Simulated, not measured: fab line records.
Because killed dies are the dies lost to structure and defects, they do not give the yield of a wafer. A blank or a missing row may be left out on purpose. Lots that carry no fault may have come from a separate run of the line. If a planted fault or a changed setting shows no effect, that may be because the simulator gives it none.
Which of the tools did it? | flow sky130 | 11 lots, 33 wafers sampled, at 5 steps of a route of 708

## WHAT EACH GAUGE READ, for each wafer
SKY_SD_N_OVL_MEAS_08.
lot  | measured     | on         | SD_N_OVL (nm)
L297 | day 30 00:57 | overlay-02 | -3.8 -1.3 -1.5
L301 | day 31 10:34 | overlay-01 | 0.0 2.1 -0.1
L302 | day 31 18:47 | overlay-01 | -0.3 1.8 1.8
L303 | day 32 02:53 | overlay-01 | 2.1 2.8 4.5
L307 | day 33 07:00 | overlay-01 | -1.2 -2.1 0.6
L308 | day 33 17:00 | overlay-02 | -1.0 -2.5 -0.2
L311 | day 34 10:09 | overlay-02 | -0.2 -1.4 -1.1
L312 | day 34 16:56 | overlay-02 | 2.5 -0.4 1.3
L313 | day 34 19:45 | overlay-02 | 0.0 -0.9 1.6
L314 | day 35 07:03 | overlay-02 | -0.3 -0.5 -1.0
L315 | day 35 10:49 | overlay-02 | -1.6 -0.4 -0.7

SKY_LI_CONTACT_THK_MEAS_23: measures by xrf.
lot  | measured     | on            | LI_CONTACT_W_THK (nm)
L297 | day 31 08:37 | film metro-03 | 407 424 408
L301 | day 32 17:25 | film metro-04 | 416 411 406
L302 | day 33 00:54 | film metro-02 | 411 415 415
L303 | day 33 08:38 | film metro-04 | 402 398 395
L307 | day 34 11:37 | film metro-03 | 408 412 426
L308 | day 34 22:29 | film metro-03 | 433 417 425
L311 | day 35 13:38 | film metro-04 | 395 401 396
L312 | day 35 21:11 | film metro-02 | 426 410 422
L313 | day 35 23:50 | film metro-03 | 425 410 424
L314 | day 36 12:12 | film metro-04 | 403 400 399
L315 | day 36 15:46 | film metro-04 | 401 402 399

## WHICH TOOL RAN EACH LOT (tool, then ch and the chambers of the sampled wafers, then the start)
lot  | SKY_SD_N_RTA_14                  | SKY_LI_CONTACT_ETCH_14             | SKY_LI_CONTACT_STRIP_16
L297 | rtp anneal-02 ch 0, day 30 01:30 | rie diel-03 ch 0,1,3, day 31 07:38 | plasma asher-02 ch 0,1, day 31 07:46
L301 | rtp anneal-01 ch 0, day 31 11:07 | rie diel-03 ch 1,2, day 32 16:32   | plasma asher-04 ch 0,1, day 32 16:43
L302 | rtp anneal-02 ch 0, day 31 19:23 | rie diel-03 ch 1,2, day 33 00:05   | plasma asher-02 ch 0,1, day 33 00:13
L303 | rtp anneal-01 ch 0, day 32 03:26 | rie diel-02 ch 1,2,3, day 33 07:49 | plasma asher-03 ch 0,1, day 33 07:57
L307 | rtp anneal-01 ch 0, day 33 07:32 | rie diel-04 ch 0,3, day 34 10:47   | plasma asher-04 ch 0,1, day 34 10:55
L308 | rtp anneal-02 ch 0, day 33 17:32 | rie diel-04 ch 0,1,2, day 34 21:40 | plasma asher-03 ch 0,1, day 34 21:48
L311 | rtp anneal-01 ch 0, day 34 10:43 | rie diel-02 ch 0,2,3, day 35 12:49 | plasma asher-02 ch 0,1, day 35 12:57
L312 | rtp anneal-02 ch 0, day 34 17:29 | rie diel-03 ch 1,3, day 35 20:22   | plasma asher-04 ch 0,1, day 35 20:30
L313 | rtp anneal-01 ch 0, day 34 20:18 | rie diel-04 ch 0,1,2, day 35 23:02 | plasma asher-03 ch 0,1, day 35 23:10
L314 | rtp anneal-02 ch 0, day 35 07:36 | rie diel-03 ch 0,1,2, day 36 11:23 | plasma asher-04 ch 0, day 36 11:31
L315 | rtp anneal-01 ch 0, day 35 11:22 | rie diel-04 ch 1,3, day 36 14:55   | plasma asher-03 ch 0,1, day 36 15:05
- SKY_SD_N_RTA_14: time 2 s.
- SKY_LI_CONTACT_ETCH_14: etches BARC in N2/H2, stops on SiO2, time 45.9 s, target depth 60 nm.
- SKY_LI_CONTACT_STRIP_16: strips in O2/N2.

## WHAT THE TOOLS THEMSELVES READ (means of the sampled wafers that have a number; where no wafer has one, the mark that the record gives instead)
SKY_SD_N_RTA_14.
lot  | tool          | lamp power pct (%) | wafer_temp_C_max
L297 | rtp anneal-02 | 15.72              | 1077.5
L301 | rtp anneal-01 | 15.71              | 1078.2
L302 | rtp anneal-02 | 15.71              | 1077.3
L303 | rtp anneal-01 | 15.69              | 1078.7
L307 | rtp anneal-01 | 15.79              | 1077.3
L308 | rtp anneal-02 | 15.71              | 1077.8
L311 | rtp anneal-01 | 15.77              | 1079.1
L312 | rtp anneal-02 | 15.74              | 1079.5
L313 | rtp anneal-01 | 15.79              | 1079.3
L314 | rtp anneal-02 | 15.72              | 1078.2
L315 | rtp anneal-01 | 15.75              | 1079.3

SKY_LI_CONTACT_ETCH_14.
lot  | tool        | chamber pressure mTorr (mTorr) | drypump motor current A (A) | n2 flow sccm (sccm) | oes product au (a.u.) | run length s (s) | throttle valve pct (%)
L297 | rie diel-03 | 30.011                         | 6.0                         | 100.3               | 0.857                 | 73.8             | 13.215
L301 | rie diel-03 | 30.010                         | 5.9                         | 100.0               | 0.996                 | 47.2             | 13.240
L302 | rie diel-03 | 29.989                         | 5.9                         | 99.6                | 1.010                 | 47.2             | 13.245
L303 | rie diel-02 | 30.014                         | 6.0                         | 99.7                | 0.852                 | 73.8             | 13.223
L307 | rie diel-04 | 29.996                         | 5.9                         | 99.9                | 0.859                 | 74.0             | 13.217
L308 | rie diel-04 | 30.019                         | 5.8                         | 99.8                | 0.856                 | 74.1             | 13.220
L311 | rie diel-02 | 30.028                         | 5.8                         | 100.3               | 0.854                 | 74.1             | 13.223
L312 | rie diel-03 | 29.997                         | 6.3                         | 99.8                | 0.856                 | 73.9             | 13.222
L313 | rie diel-04 | 29.990                         | 5.8                         | 99.9                | 0.853                 | 74.1             | 13.219
L314 | rie diel-03 | 30.025                         | 5.8                         | 100.2               | 0.851                 | 73.8             | 13.225
L315 | rie diel-04 | 30.006                         | 6.0                         | 99.9                | 0.850                 | 73.7             | 13.223

SKY_LI_CONTACT_STRIP_16.
lot  | tool            | chamber pressure mTorr (mTorr) | drypump motor current A (A) | n2 flow sccm (sccm) | o2 flow sccm (sccm) | oes product au (a.u.) | strip time to endpoint s (s)
L297 | plasma asher-02 | 1501.0                         | 5.2                         | 300.4               | 3004                | 0.373                 | 3.486
L301 | plasma asher-04 | 1501.2                         | 5.5                         | 299.9               | 2989                | 0.389                 | 3.740
L302 | plasma asher-02 | 1499.0                         | 5.3                         | 300.3               | 2996                | 0.385                 | 3.759
L303 | plasma asher-03 | 1499.2                         | 5.6                         | 300.0               | 2994                | 0.381                 | 3.513
L307 | plasma asher-04 | 1499.3                         | 5.7                         | 301.0               | 2998                | 0.378                 | 3.498
L308 | plasma asher-03 | 1499.6                         | 5.6                         | 301.4               | 2997                | 0.374                 | 3.498
L311 | plasma asher-02 | 1502.1                         | 5.2                         | 299.9               | 3000                | 0.376                 | 3.497
L312 | plasma asher-04 | 1499.0                         | 5.7                         | 299.9               | 3006                | 0.376                 | 3.472
L313 | plasma asher-03 | 1500.1                         | 5.6                         | 299.9               | 2999                | 0.378                 | 3.480
L314 | plasma asher-04 | 1499.4                         | 5.4                         | 301.5               | 3004                | 0.373                 | 3.481
L315 | plasma asher-03 | 1499.2                         | 5.9                         | 299.8               | 3004                | 0.376                 | 3.480

## THE ANSWER, worked out from the rows above alone
Rule: the usual values come from the lots themselves. Put in order of their means at a reading, lots are off if they are a third of the lots or fewer, leave a main group of 4 or more, and stand apart from it by a gap of 3 or more times the standard deviation of the main group's means; of several such gaps the widest counts. A main group whose means are all the same, to the digits that the tables above print for the reading, isn't used. Also off: a lot with no number at a reading for which 4 or more lots have one. Any other lot the step has rows for is counted as sound. Order of review: gauges by route order, followed by the tools' own readings, for which a lot's mean as printed above is used. At the first step where some lot is off, the reading lying furthest off is the one used; lots without a number count as furthest.
Off, at SKY_LI_CONTACT_ETCH_14 on run length s: L301, L302. Mean 73.9 s and standard deviation 0.15 in the main group.
If a tool, at that step or one of the process steps before it, ran each lot that is off and ran no sound lot following the first of them, it fits. Of those tried, none fits.

## WHAT THE SIMULATOR HAD INSERTED
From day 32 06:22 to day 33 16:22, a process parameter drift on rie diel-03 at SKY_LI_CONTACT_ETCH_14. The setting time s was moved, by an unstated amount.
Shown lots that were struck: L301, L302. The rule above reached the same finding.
